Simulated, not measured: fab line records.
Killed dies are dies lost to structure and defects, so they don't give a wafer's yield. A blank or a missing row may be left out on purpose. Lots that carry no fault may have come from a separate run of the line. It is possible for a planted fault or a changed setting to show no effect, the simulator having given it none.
What tool caused it? + flow sky130 + 11 lots with 33 wafers sampled at 5 steps, on a route of 708 steps

## WHAT THE GAUGES READ, wafer by wafer
SKY_VT_ADJUST_NCORE_OVL_MEAS_08. Usual: VT_ADJUST_NCORE_OVL gives 1.4 nm (standard deviation 1.4).
| lot  | measured     | on         | VT_ADJUST_NCORE_OVL (nm) | flag |
|------|--------------|------------|--------------------------|------|
| L176 | day 9 12:35  | overlay-01 | -2.9 -2.4 -0.5           |      |
| L177 | day 9 17:03  | overlay-01 | 1.3 0.7 0.8              |      |
| L178 | day 10 01:54 | overlay-02 | 0.6 3.1 0.7              |      |
| L180 | day 10 20:28 | overlay-02 | -0.7 0.9 -0.2            |      |
| L181 | day 10 23:34 | overlay-01 | 2.7 0.6 1.4              |      |
| L183 | day 11 13:00 | overlay-02 | 1.2 2.6 1.9              |      |
| L185 | day 12 04:00 | overlay-02 | 4.1 3.7 3.1              |      |
| L188 | day 13 04:06 | overlay-01 | 0.4 -0.4 -0.5            |      |
| L189 | day 13 07:58 | overlay-01 | 2.7 3.0 2.1              |      |
| L195 | day 15 10:36 | overlay-01 | 0.3 1.5 0.9              |      |
| L196 | day 15 21:59 | overlay-01 | 0.1 -0.9 1.8             |      |

SKY_LDD_LDN_OVL_MEAS_07. Usual: LDD_LDN_OVL gives -0.4 nm (standard deviation 1.4).
| lot  | measured     | on         | LDD_LDN_OVL (nm) | flag |
|------|--------------|------------|------------------|------|
| L176 | day 24 14:47 | overlay-01 | -1.9 -2.1 -0.8   |      |
| L177 | day 24 17:34 | overlay-02 | -0.1 0.7 -1.0    |      |
| L178 | day 25 03:24 | overlay-01 | 0.8 -0.1 -1.2    |      |
| L180 | day 25 22:35 | overlay-02 | -0.5 -0.6 0.5    |      |
| L181 | day 25 22:17 | overlay-02 | 0.1 -0.6 0.1     |      |
| L183 | day 26 21:25 | overlay-01 | -0.3 -1.2 -0.9   |      |
| L185 | day 27 11:16 | overlay-01 | 2.2 0.6 0.6      |      |
| L188 | day 28 15:43 | overlay-01 | -0.9 -0.9 -0.6   |      |
| L189 | day 28 17:41 | overlay-01 | -2.1 -1.7 -0.9   |      |
| L195 | day 30 23:41 | overlay-02 | 0.5 -0.7 -0.3    |      |
| L196 | day 31 10:27 | overlay-01 | -2.7 -3.1 -3.1   |      |

## WHAT TOOL EACH LOT RAN ON (gives the tool, then ch and the chambers of the sampled wafers, and finally the start)
| lot  | SKY_POLY_GATE_ETCH_15              | SKY_POLY_GATE_STRIP_18               | SKY_LDD_HVP_STRIP_09                 |
|------|------------------------------------|--------------------------------------|--------------------------------------|
| L176 | rie_diel-02 ch 1,2, day 18 00:02   | plasma_asher-03 ch 0,1, day 18 00:16 | plasma_asher-03 ch 0,1, day 23 09:07 |
| L177 | rie_diel-03 ch 0,3, day 18 02:58   | plasma_asher-03 ch 0,1, day 18 03:13 | plasma_asher-04 ch 0,1, day 23 11:20 |
| L178 | rie_diel-02 ch 1,2, day 18 13:39   | plasma_asher-04 ch 0,1, day 18 13:53 | plasma_asher-03 ch 0,1, day 23 21:30 |
| L180 | rie_diel-01 ch 0,1, day 19 12:04   | plasma_asher-01 ch 0,1, day 19 12:18 | plasma_asher-03 ch 0,1, day 24 17:32 |
| L181 | rie_diel-03 ch 2,3, day 19 11:22   | plasma_asher-01 ch 0,1, day 19 11:38 | plasma_asher-04 ch 0,1, day 24 17:29 |
| L183 | rie_diel-01 ch 2,3, day 20 10:43   | plasma_asher-01 ch 0,1, day 20 10:59 | plasma_asher-01 ch 0,1, day 25 16:15 |
| L185 | rie_diel-02 ch 1,2,3, day 21 01:19 | plasma_asher-01 ch 0,1, day 21 01:34 | plasma_asher-04 ch 0,1, day 26 06:19 |
| L188 | rie_diel-02 ch 1,2,3, day 22 04:25 | plasma_asher-03 ch 0,1, day 22 04:41 | plasma_asher-04 ch 0,1, day 27 10:53 |
| L189 | rie_diel-02 ch 1,2,3, day 22 08:37 | plasma_asher-03 ch 0,1, day 22 08:51 | plasma_asher-03 ch 0,1, day 27 12:50 |
| L195 | rie_diel-01 ch 1,2,3, day 24 21:19 | plasma_asher-03 ch 1, day 24 21:34   | plasma_asher-01 ch 0,1, day 29 19:43 |
| L196 | rie_diel-02 ch 1,2,3, day 25 06:47 | plasma_asher-01 ch 0,1, day 25 07:01 | plasma_asher-01 ch 1, day 30 06:21   |
- SKY_POLY_GATE_ETCH_15: etches BARC in N2/H2, stops on SiO2, time 118.5 s, target depth 110 nm.
- SKY_POLY_GATE_STRIP_18: strips in O2/N2.
- SKY_LDD_HVP_STRIP_09: strips in O2/N2.

## AS READ BY THE TOOLS THEMSELVES (means over the sampled wafers that have a number; for cases with no such wafer, the mark the record gives instead)
SKY_POLY_GATE_ETCH_15. Usual: bias_w 99.94 W, standard deviation 0.28; drypump_motor_current_A 5.8 A, standard deviation 0.31; oes_product_au 0.717 a.u., standard deviation 0.0046; rf_fwd_power_W 497.6 W, standard deviation 1.7; throttle_valve_pct 13.213 %, standard deviation 0.009.
| lot  | tool        | bias_w (W) | drypump_motor_current_A (A) | oes_product_au (a.u.) | rf_fwd_power_W (W) | throttle_valve_pct (%) | flag |
|------|-------------|------------|-----------------------------|-----------------------|--------------------|------------------------|------|
| L176 | rie_diel-02 | 100.07     | 5.9                         | 0.719                 | 498.9              | 13.217                 |      |
| L177 | rie_diel-03 | 99.99      | 5.8                         | 0.720                 | 497.8              | 13.216                 |      |
| L178 | rie_diel-02 | 100.20     | 5.8                         | 0.713                 | 496.8              | 13.216                 |      |
| L180 | rie_diel-01 | 100.03     | 5.5                         | 0.714                 | 496.3              | 13.218                 |      |
| L181 | rie_diel-03 | 100.24     | 5.5                         | 0.717                 | 497.9              | 13.214                 |      |
| L183 | rie_diel-01 | 99.84      | 5.7                         | 0.716                 | 496.6              | 13.211                 |      |
| L185 | rie_diel-02 | 99.92      | 6.0                         | 0.719                 | 497.3              | 13.205                 |      |
| L188 | rie_diel-02 | 100.26     | 6.0                         | 0.719                 | 576.8              | 13.219                 | OFF  |
| L189 | rie_diel-02 | 100.31     | 6.0                         | 0.717                 | 576.9              | 13.219                 | OFF  |
| L195 | rie_diel-01 | 99.79      | 5.6                         | 0.717                 | 497.9              | 13.211                 |      |
| L196 | rie_diel-02 | 99.91      | 6.0                         | 0.715                 | 496.9              | 13.218                 |      |

SKY_POLY_GATE_STRIP_18. Usual: drypump_motor_current_A 5.5 A, standard deviation 0.52; o2_flow_sccm 3001 sccm, standard deviation 8.8; oes_product_au 0.360 a.u., standard deviation 0.0048; strip_time_to_endpoint_s 3.160 s, standard deviation 0.03.
| lot  | tool            | drypump_motor_current_A (A) | o2_flow_sccm (sccm) | oes_product_au (a.u.) | strip_time_to_endpoint_s (s) | flag |
|------|-----------------|-----------------------------|---------------------|-----------------------|------------------------------|------|
| L176 | plasma_asher-03 | 5.2                         | 3002                | 0.357                 | 3.154                        |      |
| L177 | plasma_asher-03 | 5.4                         | 2990                | 0.360                 | 3.165                        |      |
| L178 | plasma_asher-04 | 5.3                         | 3004                | 0.357                 | 3.135                        |      |
| L180 | plasma_asher-01 | 5.6                         | 3002                | 0.359                 | 3.194                        |      |
| L181 | plasma_asher-01 | 5.7                         | 2997                | 0.359                 | 3.155                        |      |
| L183 | plasma_asher-01 | 5.7                         | 2992                | 0.359                 | 3.206                        |      |
| L185 | plasma_asher-01 | 5.6                         | 3006                | 0.360                 | 3.145                        |      |
| L188 | plasma_asher-03 | 5.2                         | 2996                | 0.356                 | 3.043                        | OFF  |
| L189 | plasma_asher-03 | 5.4                         | 3008                | 0.354                 | 3.011                        | OFF  |
| L195 | plasma_asher-03 | 5.7                         | 3017                | 0.363                 | 3.173                        |      |
| L196 | plasma_asher-01 | 5.7                         | 3001                | 0.361                 | 3.139                        |      |

SKY_LDD_HVP_STRIP_09. Usual: drypump_motor_current_A 5.5 A, standard deviation 0.55; o2_flow_sccm 2999 sccm, standard deviation 8.9; oes_product_au 0.408 a.u., standard deviation 0.0041; strip_time_to_endpoint_s 4.135 s, standard deviation 0.014.
| lot  | tool            | drypump_motor_current_A (A) | o2_flow_sccm (sccm) | oes_product_au (a.u.) | strip_time_to_endpoint_s (s) | flag |
|------|-----------------|-----------------------------|---------------------|-----------------------|------------------------------|------|
| L176 | plasma_asher-03 | 5.4                         | 3012                | 0.412                 | 4.148                        |      |
| L177 | plasma_asher-04 | 5.3                         | 3003                | 0.411                 | 4.132                        |      |
| L178 | plasma_asher-03 | 5.4                         | 3003                | 0.407                 | 4.140                        |      |
| L180 | plasma_asher-03 | 5.4                         | 3005                | 0.405                 | 4.140                        |      |
| L181 | plasma_asher-04 | 5.7                         | 2990                | 0.408                 | 4.134                        |      |
| L183 | plasma_asher-01 | 5.6                         | 2993                | 0.411                 | 4.150                        |      |
| L185 | plasma_asher-04 | 5.7                         | 2994                | 0.405                 | 4.124                        |      |
| L188 | plasma_asher-04 | 5.3                         | 2997                | 0.409                 | 4.131                        |      |
| L189 | plasma_asher-03 | 5.2                         | 3002                | 0.406                 | 4.136                        |      |
| L195 | plasma_asher-01 | 5.6                         | 2993                | 0.411                 | 4.139                        |      |
| L196 | plasma_asher-01 | 5.6                         | 3005                | 0.409                 | 4.124                        |      |

## THE ANSWER, worked out from the rows above alone
Rule: take the mean of a lot's wafers that have a number; if it is more than 3 standard deviations from the usual mean, the lot is off. A lot without any number at a reading at which 4 lots or more have one is off too. All remaining lots with rows at the step are treated as sound. Order of review: gauges by route order, followed by the tools' own readings, for which a lot's mean as printed above is used. At the first step where some lot is off, the reading lying furthest off is the one used; lots without a number count as furthest.
Off: L188, L189, at SKY_POLY_GATE_ETCH_15 (rf_fwd_power_W).
If a tool, at that step or one of the process steps before it, ran each lot that is off and ran no sound lot following the first of them, it fits. None of those tried fits.

## WHAT THE SIMULATOR PUT IN
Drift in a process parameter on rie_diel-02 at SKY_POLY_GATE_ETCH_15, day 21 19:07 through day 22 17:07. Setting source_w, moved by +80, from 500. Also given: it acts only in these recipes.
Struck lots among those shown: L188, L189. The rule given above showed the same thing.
